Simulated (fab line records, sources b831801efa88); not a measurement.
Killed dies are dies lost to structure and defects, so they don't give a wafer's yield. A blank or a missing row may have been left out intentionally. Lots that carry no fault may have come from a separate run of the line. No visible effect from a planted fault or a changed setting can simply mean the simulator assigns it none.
Chamber matching    flow sky130    cmp-02 running SKY_VIA3_CMP_02: 4 sister chambers
The step polishes SiO2. 8 wafers are shown with their chamber, then 12 later ones without.

== WAFERS PAIRED WITH THEIR CHAMBERS ==
wafer   chamber  motor-current-A (A)
L086.3  0        11.5
L086.5  3        9.8
L086.6  2        12.6
L087.2  3        10.5
L087.3  0        11.1
L089.1  1        13.2
L089.5  2        12.9
L089.6  1        12.4

== WAFERS WITH NO CHAMBER GIVEN ==
wafer   motor-current-A (A)
L090.1  11.0
L090.5  13.1
L090.6  11.1
L091.3  12.8
L091.4  11.4
L091.5  13.2
L093.1  12.6
L093.2  13.1
L093.4  11.4
L094.1  10.4
L094.3  11.4
L094.6  12.4

== EACH ONE'S CHAMBER ==
wafer   from the rows above           in truth
L090.1  can't be placed: 0 or 3       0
L090.5  can't be placed: 1 or 2       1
L090.6  can't be placed: 0 or 3       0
L091.3  can't be placed: 1 or 2       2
L091.4  0                             0
L091.5  can't be placed: 1 or 2       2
L093.1  can't be placed: 2 or 1       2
L093.2  can't be placed: 1 or 2       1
L093.4  0                             0
L094.1  can't be placed: 3 or 0       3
L094.3  0                             0
L094.6  can't be placed: 2 or 1 or 0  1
Correct placement for 3 of the 12. From these rows, 9 cannot be placed; in 9 the true chamber is one of the candidates. Number placed wrongly: 0.
How it was worked out, from the rows above alone: a wafer's distance from a chamber is the root of the sum, over the readings, of the square of ((its reading less the chamber's mean) divided by the reading's scatter). If the next closest chamber is less than 2 further off than the closest, the wafer can't be placed; otherwise it belongs to the closest. A chamber's mean is the mean of its shown wafers. The scatter: the root of (the sum of the squares of (reading less its chamber's mean) over the shown wafers, divided by (wafers less chambers)).
